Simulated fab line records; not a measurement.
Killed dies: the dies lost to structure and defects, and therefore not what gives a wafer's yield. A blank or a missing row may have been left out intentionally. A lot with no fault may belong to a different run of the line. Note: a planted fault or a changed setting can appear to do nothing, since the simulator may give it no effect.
Code-filled problem report in 8D (eight disciplines) form || flow gf180mcu || the parts of the form that need people (team, actions taken, sign-off) are left out

1. WHAT WENT WRONG
Wafers without a fault read 0.595 a.u., standard deviation 0.0049; oes_product_au at GF_V2_STRIP_18 reads a mean of 0.672 a.u. on 6 wafers belonging to 2 lots. That is +16 standard deviations from the usual mean.
The step: strips in O2/N2.
First seen on wafer L983.1, day 20 21:46, on plasma_asher-01. At this step, 42 wafers from 14 lots have a number in the record. By rule, "out" or "out of limits" means more than 4 standard deviations away from the usual mean. All remaining wafers that have a number are taken as sound.

2. WHAT IT IS AND WHAT IT IS NOT
{"question": "which readings at this step", "is": "oes_product_au", "is not": "chamber_pressure_mTorr, drypump_motor_current_A, heater_power_w, n2_flow_sccm"}
{"question": "which lots", "is": "L983, L984", "is not": "L101, L102, L104, L981, L987, L991, L993, L994, L995, L997, L998, L999"}
{"question": "which wafers of those lots", "is": "all that have a number", "is not": "-"}
{"question": "read on which tools", "is": "plasma_asher-01, plasma_asher-04", "is not": "plasma_asher-02"}
{"question": "when", "is": "from day 20 21:46", "is not": "up to then (3 sound wafers); but 33 sound wafers of L101, L102, L104, L987, L991, L993, L994, L995, L997, L998, L999 came after"}

3. SUSPECTS, AND WHAT RULES EACH OUT
Counting: any tool at a process step up to the reading is kept as a suspect provided that every lot that is out went through it and no sound lot did after the first of them.
- rie_diel-04 at GF_V2_ETCH_17 (etches SiO2 in C4F8/O2/Ar, stops on TiN, target depth 630 nm): ruled out as a lasting fault. The sound lots L987, L993, L994, L997, L998, L102 went through it after L983, its earliest lot that is out (day 20 21:00).
Left after counting: nothing in the record.

4. THE CAUSE (what the simulator had put in)
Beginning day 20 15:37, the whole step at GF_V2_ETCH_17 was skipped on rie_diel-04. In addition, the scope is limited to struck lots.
It was ruled out by counting, in error; the rule expects a fault to strike all lots run on its tool from its start on, and this fault did not.

5. THE EFFECT CHAIN, in route order
One row per reading whose mean, taken over the struck wafers that have a number, lies over 3 standard deviations from the usual. Only readings for which the record gives a usual standard deviation are gone through. hours: the time from each lot's start at the first step in this table that gives one to its start at this step, as a median over the lots. sigmas: the change in usual standard deviations.
{"hours": 0, "step": "GF_V2_STRIP_18", "reading": "oes_product_au", "usual": "0.595 a.u.", "on struck wafers": 0.672, "change": "+0.077", "sigmas": "+16"}
The process steps in it:
- GF_V2_STRIP_18: strips in O2/N2.
Readings that are blank on the struck wafers while sound wafers have them: bias_w at GF_V2_ETCH_17; chamber_pressure_mTorr at GF_V2_ETCH_17; oes_product_au at GF_V2_ETCH_17.

6. HOW IT WOULD HAVE BEEN CAUGHT EARLIER
In this record the first reading out of limits was taken at day 20 21:46, 6 hours after the fault began at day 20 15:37.
At GF_V2_ETCH_17 the tool's readings are blank on the struck wafers, where sound wafers have them: an empty tool record is the first sign, and it was there at once.
